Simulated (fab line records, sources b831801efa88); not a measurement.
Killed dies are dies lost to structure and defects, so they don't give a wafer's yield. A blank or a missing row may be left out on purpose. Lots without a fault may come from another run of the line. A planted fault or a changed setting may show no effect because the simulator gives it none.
Chamber matching | flow gf180mcu | GF_V3_CVD_00 on hdpcvd-02: 3 sister chambers
The step deposits SiO2, target thk 600 nm, time 100 s. 14 wafers are shown with their chamber, then 7 later ones without.

WAFERS WITH THEIR CHAMBER
wafer  | chamber | sih4_flow_sccm (sccm) | pressure_mtorr (mTorr)
L271.2 | 2       | 60.28                 | 5.989
L271.5 | 1       | 59.77                 | 6.002
L271.6 | 0       | 60.07                 | 6.002
L277.1 | 1       | 60.10                 | 6.003
L277.4 | 2       | 60.07                 | 5.999
L277.6 | 0       | 59.94                 | 5.999
L282.2 | 1       | 59.88                 | 5.984
L282.3 | 0       | 60.42                 | 6.004
L282.5 | 1       | 59.98                 | 6.006
L284.1 | 0       | 59.72                 | 5.992
L284.2 | 1       | 60.00                 | 5.986
L284.3 | 1       | 59.77                 | 5.977
L285.1 | 1       | 59.76                 | 6.002
L285.4 | 2       | 59.97                 | 5.995

SIGNATURES (means of the wafers above)
reading        | chamber 0 | chamber 1 | chamber 2 | scatter within a chamber
sih4_flow_sccm | 60.0375   | 59.8943   | 60.1067   | 0.195
pressure_mtorr | 5.99925   | 5.99429   | 5.99433   | 0.00924
Rule: a wafer's distance from a chamber is the root of the sum, over the readings, of the square of ((its reading less the chamber's mean) divided by the reading's scatter). The wafer belongs to the nearest chamber; if the next one is less than 2 further off, it can't be placed. The scatter: the root of (the sum of the squares of (reading less its chamber's mean) over the shown wafers, divided by (wafers less chambers)).

WAFERS WITHOUT THEIR CHAMBER
wafer  | sih4_flow_sccm (sccm) | pressure_mtorr (mTorr)
L285.6 | 59.55                 | 5.989
L290.4 | 59.98                 | 6.010
L290.5 | 60.11                 | 6.001
L290.6 | 60.01                 | 6.011
L293.1 | 60.18                 | 5.988
L293.2 | 60.12                 | 5.990
L293.4 | 60.31                 | 6.005

WHICH CHAMBER EACH WENT THROUGH
wafer  | from the rows above          | in truth
L285.6 | can't be placed: 1 or 0 or 2 | 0
L290.4 | can't be placed: 0 or 1 or 2 | 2
L290.5 | can't be placed: 0 or 2 or 1 | 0
L290.6 | can't be placed: 0 or 2 or 1 | 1
L293.1 | can't be placed: 2 or 0 or 1 | 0
L293.2 | can't be placed: 2 or 0 or 1 | 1
L293.4 | can't be placed: 0 or 2 or 1 | 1
Placed correctly: 0 of 7. Can't be placed from these rows: 7 (the true chamber is among the candidates in 7). Placed wrongly: 0.
